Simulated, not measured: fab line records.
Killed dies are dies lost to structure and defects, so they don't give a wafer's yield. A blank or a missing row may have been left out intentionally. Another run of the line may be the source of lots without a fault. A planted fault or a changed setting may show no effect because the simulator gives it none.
Which of the tools did it? + flow sky130 + 12 lots, 36 wafers sampled, at 5 steps of a route of 708

WHAT THE GAUGES READ, wafer by wafer
SKY_SONOS_ONO_THK_MEAS_05. Usual: SONOS_ONO_CVD_04_THK 5.75 nm, standard deviation 0.1.
| lot  | measured     | on            | SONOS_ONO_CVD_04_THK (nm) | flag |
|------|--------------|---------------|---------------------------|------|
| L312 | day 12 00:08 | film_metro-02 | 5.97 5.95 6.03            |      |
| L313 | day 12 03:30 | film_metro-01 | 5.72 5.82 5.83            |      |
| L314 | day 12 09:07 | film_metro-03 | 5.75 5.75 5.78            |      |
| L315 | day 12 21:00 | film_metro-02 | 5.83 5.86 5.80            |      |
| L316 | day 13 00:32 | film_metro-02 | 5.73 5.74 5.71            |      |
| L317 | day 13 10:24 | film_metro-03 | 5.84 5.71 5.88            |      |
| L318 | day 13 19:23 | film_metro-03 | 5.98 5.90 5.98            |      |
| L319 | day 14 06:07 | film_metro-01 | 5.76 5.77 5.85            |      |
| L320 | day 14 07:21 | film_metro-02 | 5.73 5.70 5.86            |      |
| L321 | day 14 14:07 | film_metro-01 | 5.63 5.71 5.65            |      |
| L329 | day 17 08:39 | film_metro-02 | 5.44 5.44 5.48            |      |
| L330 | day 17 19:17 | film_metro-02 | 5.54 5.40 5.43            |      |

SKY_VIA1_CD_MEAS_12 targets a cd of 150 nm. Usual: cd_nm 150.6 nm, standard deviation 1.8.
| lot  | measured     | on        | cd_nm (nm)        | flag |
|------|--------------|-----------|-------------------|------|
| L312 | day 34 06:30 | cd_sem-02 | 148.7 149.3 150.4 |      |
| L313 | day 34 11:18 | cd_sem-02 | 148.9 149.2 151.1 |      |
| L314 | day 34 16:13 | cd_sem-02 | 147.7 147.0 147.9 |      |
| L315 | day 35 05:18 | cd_sem-01 | 153.9 154.1 153.5 |      |
| L316 | day 35 09:33 | cd_sem-02 | 149.4 149.0 150.2 |      |
| L317 | day 35 19:12 | cd_sem-01 | 151.6 151.8 151.2 |      |
| L318 | day 36 05:45 | cd_sem-01 | 147.2 149.0 149.4 |      |
| L319 | day 36 13:56 | cd_sem-02 | 152.1 150.9 151.7 |      |
| L320 | day 36 15:45 | cd_sem-01 | 148.3 150.0 150.7 |      |
| L321 | day 36 20:27 | cd_sem-02 | 152.4 151.7 152.2 |      |
| L329 | day 39 10:54 | cd_sem-01 | 151.2 149.9 150.0 |      |
| L330 | day 39 22:04 | cd_sem-02 | 149.8 147.7 148.5 |      |

SKY_VIA1_THK_MEAS_23: measures by xrf. Usual: VIA1_W_THK 263 nm, standard deviation 4.5.
| lot  | measured     | on            | VIA1_W_THK (nm) | flag |
|------|--------------|---------------|-----------------|------|
| L312 | day 34 07:37 | film_metro-03 | 265 263 265     |      |
| L313 | day 34 12:25 | film_metro-04 | 265 265 264     |      |
| L314 | day 34 17:18 | film_metro-04 | 267 266 266     |      |
| L315 | day 35 06:28 | film_metro-03 | 260 260 262     |      |
| L316 | day 35 10:39 | film_metro-03 | 265 264 265     |      |
| L317 | day 35 20:21 | film_metro-04 | 270 270 265     |      |
| L318 | day 36 06:52 | film_metro-04 | 264 260 261     |      |
| L319 | day 36 15:10 | film_metro-04 | 263 259 263     |      |
| L320 | day 36 16:52 | film_metro-04 | 266 267 264     |      |
| L321 | day 36 21:36 | film_metro-04 | 267 267 267     |      |
| L329 | day 39 13:02 | film_metro-03 | 269 269 262     |      |
| L330 | day 39 23:17 | film_metro-03 | 264 261 257     |      |

EACH LOT AND THE TOOL THAT RAN IT (in order: tool; ch and the chambers of the sampled wafers; start)
| lot  | SKY_SONOS_ONO_CVD_04        | SKY_VIA1_ETCH_14                   |
|------|-----------------------------|------------------------------------|
| L312 | lpcvd-03 ch 0, day 11 22:53 | rie_diel-03 ch 0,2,3, day 34 06:39 |
| L313 | lpcvd-03 ch 0, day 12 02:15 | rie_diel-02 ch 0,1,3, day 34 11:28 |
| L314 | lpcvd-03 ch 1, day 12 07:50 | rie_diel-02 ch 0,3, day 34 16:19   |
| L315 | lpcvd-03 ch 1, day 12 19:45 | rie_diel-03 ch 0,1,3, day 35 05:28 |
| L316 | lpcvd-03 ch 1, day 12 23:16 | rie_diel-01 ch 0,1,3, day 35 09:40 |
| L317 | lpcvd-03 ch 0, day 13 09:09 | rie_diel-02 ch 0,2,3, day 35 19:22 |
| L318 | lpcvd-03 ch 0, day 13 18:08 | rie_diel-03 ch 1,2,3, day 36 05:55 |
| L319 | lpcvd-03 ch 0, day 14 04:51 | rie_diel-02 ch 0,1,2, day 36 14:04 |
| L320 | lpcvd-03 ch 0, day 14 06:06 | rie_diel-01 ch 0,2,3, day 36 15:55 |
| L321 | lpcvd-03 ch 0, day 14 12:52 | rie_diel-01 ch 0,2,3, day 36 20:37 |
| L329 | lpcvd-03 ch 1, day 17 07:24 | rie_diel-02 ch 0,1,2, day 39 11:03 |
| L330 | lpcvd-03 ch 0, day 17 18:02 | rie_diel-01 ch 0,1,2, day 39 22:13 |
- SKY_SONOS_ONO_CVD_04: deposits SiO2 from SiH4/N2O, target thk 5.7199 nm.
- SKY_VIA1_ETCH_14: etches BARC in N2/H2, stops on SiO2, time 45.9 s, target depth 60 nm.

AS READ BY THE TOOLS THEMSELVES (means over the sampled wafers that have a number; for cases with no such wafer, the mark the record gives instead)
SKY_SONOS_ONO_CVD_04. Usual: zone_power_upper_pct 18.0 %, standard deviation 0.62.
| lot  | tool     | zone_power_upper_pct (%) | flag |
|------|----------|--------------------------|------|
| L312 | lpcvd-03 | 18.6                     |      |
| L313 | lpcvd-03 | 18.5                     |      |
| L314 | lpcvd-03 | 17.3                     |      |
| L315 | lpcvd-03 | 17.0                     |      |
| L316 | lpcvd-03 | 17.4                     |      |
| L317 | lpcvd-03 | 18.5                     |      |
| L318 | lpcvd-03 | 18.4                     |      |
| L319 | lpcvd-03 | 18.4                     |      |
| L320 | lpcvd-03 | 18.6                     |      |
| L321 | lpcvd-03 | 18.6                     |      |
| L329 | lpcvd-03 | 17.0                     |      |
| L330 | lpcvd-03 | 18.4                     |      |

SKY_VIA1_ETCH_14. Usual: drypump_motor_current_A 5.5 A, standard deviation 0.38; oes_product_au 0.854 a.u., standard deviation 0.005; rf_fwd_power_W 495.1 W, standard deviation 2.4; throttle_valve_pct 13.225 %, standard deviation 0.0079.
| lot  | tool        | drypump_motor_current_A (A) | oes_product_au (a.u.) | rf_fwd_power_W (W) | throttle_valve_pct (%) | flag |
|------|-------------|-----------------------------|-----------------------|--------------------|------------------------|------|
| L312 | rie_diel-03 | 5.5                         | 0.849                 | 496.4              | 13.233                 |      |
| L313 | rie_diel-02 | 5.7                         | 0.858                 | 494.6              | 13.217                 |      |
| L314 | rie_diel-02 | 5.9                         | 0.858                 | 496.6              | 13.227                 |      |
| L315 | rie_diel-03 | 5.5                         | 0.852                 | 497.4              | 13.227                 |      |
| L316 | rie_diel-01 | 5.3                         | 0.850                 | 493.9              | 13.222                 |      |
| L317 | rie_diel-02 | 6.0                         | 0.854                 | 492.9              | 13.227                 |      |
| L318 | rie_diel-03 | 5.4                         | 0.854                 | 496.4              | 13.230                 |      |
| L319 | rie_diel-02 | 5.8                         | 0.855                 | 494.1              | 13.232                 |      |
| L320 | rie_diel-01 | 5.5                         | 0.852                 | 494.4              | 13.221                 |      |
| L321 | rie_diel-01 | 5.5                         | 0.854                 | 495.4              | 13.226                 |      |
| L329 | rie_diel-02 | 5.8                         | 0.852                 | 492.4              | 13.229                 |      |
| L330 | rie_diel-01 | 5.5                         | 0.850                 | 495.0              | 13.222                 |      |

THE ANSWER, worked out from the rows above alone
Rule: take the mean of a lot's wafers that have a number; if it is more than 3 standard deviations from the usual mean, the lot is off. A lot without any number at a reading at which 4 lots or more have one is off too. All remaining lots with rows at the step are treated as sound. After the gauges, taken in route order, come the tools' own readings; for these a lot's mean is taken, as printed above. At the first step where some lot is off, the reading lying furthest off is the one used; lots without a number count as furthest.
Nothing can be told from this: no lot is off at any reading shown.

WHAT THE SIMULATOR HAD INSERTED
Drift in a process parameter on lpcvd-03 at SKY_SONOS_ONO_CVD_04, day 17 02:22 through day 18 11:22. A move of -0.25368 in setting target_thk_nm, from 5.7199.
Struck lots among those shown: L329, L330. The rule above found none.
